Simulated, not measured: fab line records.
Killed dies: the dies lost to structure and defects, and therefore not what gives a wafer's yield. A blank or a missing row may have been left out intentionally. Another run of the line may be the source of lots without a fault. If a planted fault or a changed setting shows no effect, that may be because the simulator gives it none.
Struck lot and sound lot, side by side -- flow sky130 -- 43 steps out of a route of 708
Sound: these wafers, L812.2, L812.3, L812.6. Wafers struck: L807.2, L807.4, L807.6. Last of all comes the cause.
Per side, at each step with rows, come the tool, then ch with its chambers, and then its first start. Under that, the readings that differ: sound wafers -- struck wafers -- difference of the means -- sigmas: that difference in standard deviations of wafers without a fault.
alike: a reading whose means differ by less than 2 such deviations, as well as words and numbers matching on both sides. not compared: withheld readings; readings where some wafer has no value; bounds like >300 that might hide an equal value; numbers whose values overlap and for which the record gives no deviation.
Wherever a step has rows on one side only, a row that says differs or no value, or a row with sigmas, the two part there. Numbers that have no deviation but don't overlap get no sigmas and don't part them. A reading missing from all wafers of one side parts the sides only when that side holds two or more wafers.

first, 6 steps without rows for these wafers: SKY_GATE_OXIDE_HMDS_04 (prime time 60 s); SKY_GATE_OXIDE_COAT_05 (resist thk 1140 nm); SKY_GATE_OXIDE_SOFTBAKE_06 (time 60 s); SKY_GATE_OXIDE_EXPOSE_07 (exposes mask LVOM, target cd 600 nm); SKY_GATE_OXIDE_PEB_08; SKY_GATE_OXIDE_DEVELOP_09 (develop time 60 s).
SKY_GATE_OXIDE_OVL_MEAS_10:
  struck on overlay-01, day 16 18:27; sound on overlay-02, day 18 17:03
  alike: GATE_OXIDE_OVL
then, 3 steps without rows for these wafers: SKY_GATE_OXIDE_IMPLANT_11; SKY_GATE_OXIDE_WET_ETCH_12 (etches SiO2 in dHF, target depth 16.8 nm, time 336 s); SKY_GATE_OXIDE_STRIP_13 (strips in O2/N2).
SKY_GATE_OXIDE_TW_MEAS_14:
  struck on film metro-02, day 16 18:52; sound on film metro-02, day 18 17:34
  alike: GATE_OXIDE_TW
then, 1 step without rows for these wafers: SKY_GATE_OXIDE_CLEAN_15 (cleans in SC1/SC2, time 150 s).
SKY_GATE_OXIDE_OXIDATION_16: stabilise 600 s, purge 300 s, target thk 3.57 nm.
  sound on furnace-01 ch 0, day 18 19:43; struck on furnace-02 ch 0, day 16 20:10
  alike: ox temp c
then, 1 step without rows for these wafers: SKY_POLY_GATE_CVD_00 (deposits poly-Si, target thk 180 nm, time 720 s).
SKY_POLY_GATE_THK_MEAS_01:
  struck on film metro-01, day 16 22:55; sound on film metro-01, day 18 22:28
  alike: POLY_GATE_CVD_00_THK
then, 8 steps without rows for these wafers: SKY_RES_PROTECT_DEHYDRATE_00 (time 60 s); SKY_RES_PROTECT_HMDS_01 (prime time 60 s); SKY_RES_PROTECT_COAT_02 (resist thk 1140 nm); SKY_RES_PROTECT_SOFTBAKE_03 (time 60 s); SKY_RES_PROTECT_EXPOSE_04 (exposes mask RPM, target cd 1270 nm); SKY_RES_PROTECT_PEB_05; SKY_RES_PROTECT_DEVELOP_06 (develop time 60 s); SKY_POLY_GATE_IMPLANT_02.
SKY_RES_PROTECT_STRIP_07: strips in O2/N2.
  sound on plasma asher-04 ch 0,1, day 20 05:22; struck on plasma asher-02 ch 0,1, day 18 03:49
  alike: drypump motor current A, oes product au, strip time to endpoint s
  not compared: rf hours counter h
SKY_RES_PROTECT_TW_MEAS_08:
  struck on film metro-02, day 18 03:56; sound on film metro-02, day 20 05:28
  alike: POLY_GATE_TW
then, 2 steps without rows for these wafers: SKY_RES_PROTECT_CLEAN_09 (cleans in SC1/SC2, time 150 s); SKY_POLY_GATE_CVD_03 (deposits Si3N4 from DCS/NH3, target thk 75 nm, time 1290 s).
SKY_POLY_GATE_THK_MEAS_04:
  struck on film metro-03, day 18 06:19; sound on film metro-01, day 20 06:56
  alike: POLY_GATE_CVD_03_THK
then, 8 steps without rows for these wafers: SKY_POLY_GATE_DEHYDRATE_05 (time 60 s); SKY_POLY_GATE_HMDS_06 (prime time 60 s); SKY_POLY_GATE_COAT_07 (resist thk 110 nm); SKY_POLY_GATE_COAT_08 (resist thk 450 nm); SKY_POLY_GATE_SOFTBAKE_09 (time 90 s); SKY_POLY_GATE_EXPOSE_10 (exposes mask P1M, target cd 150 nm); SKY_POLY_GATE_PEB_11; SKY_POLY_GATE_DEVELOP_12 (develop time 60 s).
SKY_POLY_GATE_CD_MEAS_13 targets a cd of 150 nm.
  struck on cd sem-01, day 19 12:08; sound on cd sem-01, day 21 13:44
  alike: cd nm
SKY_POLY_GATE_OVL_MEAS_14:
  struck on overlay-01, day 19 12:14; sound on overlay-02, day 21 13:51
  alike: POLY_GATE_OVL
SKY_POLY_GATE_ETCH_15: etches BARC in N2/H2, stops on SiO2, time 118.5 s, target depth 110 nm.
  sound on rie diel-01 ch 0,1, day 21 13:53; struck on rie diel-04 ch 0,1,3, day 19 12:16
  alike: drypump motor current A, oes product au, throttle valve pct
  not compared: rf hours counter h
SKY_POLY_GATE_ETCH_16: etches Si3N4 in CH3F/O2, stops on poly-Si, time 147.5 s, target depth 75 nm.
  sound on rie diel-01 ch 0,1, day 21 13:58; struck on rie diel-04 ch 0,1,3, day 19 12:20
  alike: ch3f flow sccm, drypump motor current A, oes product au, throttle valve pct
  not compared: rf hours counter h
SKY_POLY_GATE_ETCH_17: etches poly-Si in HBr/Cl2, stops on SiO2, target depth 180 nm, time 70.5 s.
  sound on rie si-01 ch 1,3, day 21 14:04; struck on rie si-01 ch 0,1, day 19 12:26
  alike: drypump motor current A, oes product au, throttle valve pct
  not compared: rf hours counter h
SKY_POLY_GATE_STRIP_18: strips in O2/N2.
  sound on plasma asher-02 ch 0,1, day 21 14:07; struck on plasma asher-01 ch 0,1, day 19 12:30
  alike: drypump motor current A, oes product au, strip time to endpoint s
  not compared: rf hours counter h
-- the record jumps here: 28 days lie between the struck wafers' starts before and after (it left off in module POLY_GATE and takes up again in module PAD_OPEN, whose first step shown is number 708 of the route) --
SKY_PAD_OPEN_PROBE_99:
  struck on prober-02, day 47 23:55; sound on prober-01, day 49 07:55
reading,sound,struck,difference,sigmas
model.etest.pfet_01v8.body rise v (V),-0.1875 -0.1902 -0.1873,-0.1928 -0.1929 -0.1905,-0.0037,
  alike: killed_at_M0_to_M3, killed_at_M4_up, killed at contacts, killed at front end, killed at other, killed dies, killed on rim, killed open, killed short
  not compared: model.etest.cap thin oxide.gate log10 a cm2, model.etest.cap thin oxide.tox acc nm, model.etest.pfet_01v8.tox inv nm, model.etest.nfet_01v8.tox inv nm, model.etest.nfet_01v8_swapped.vt v, model.etest.nfet_01v8.vt v, model.etest.nfet_01v8.body rise v

WHERE THEY PART
Nowhere in this record.

WHY: what had been put in by the simulator
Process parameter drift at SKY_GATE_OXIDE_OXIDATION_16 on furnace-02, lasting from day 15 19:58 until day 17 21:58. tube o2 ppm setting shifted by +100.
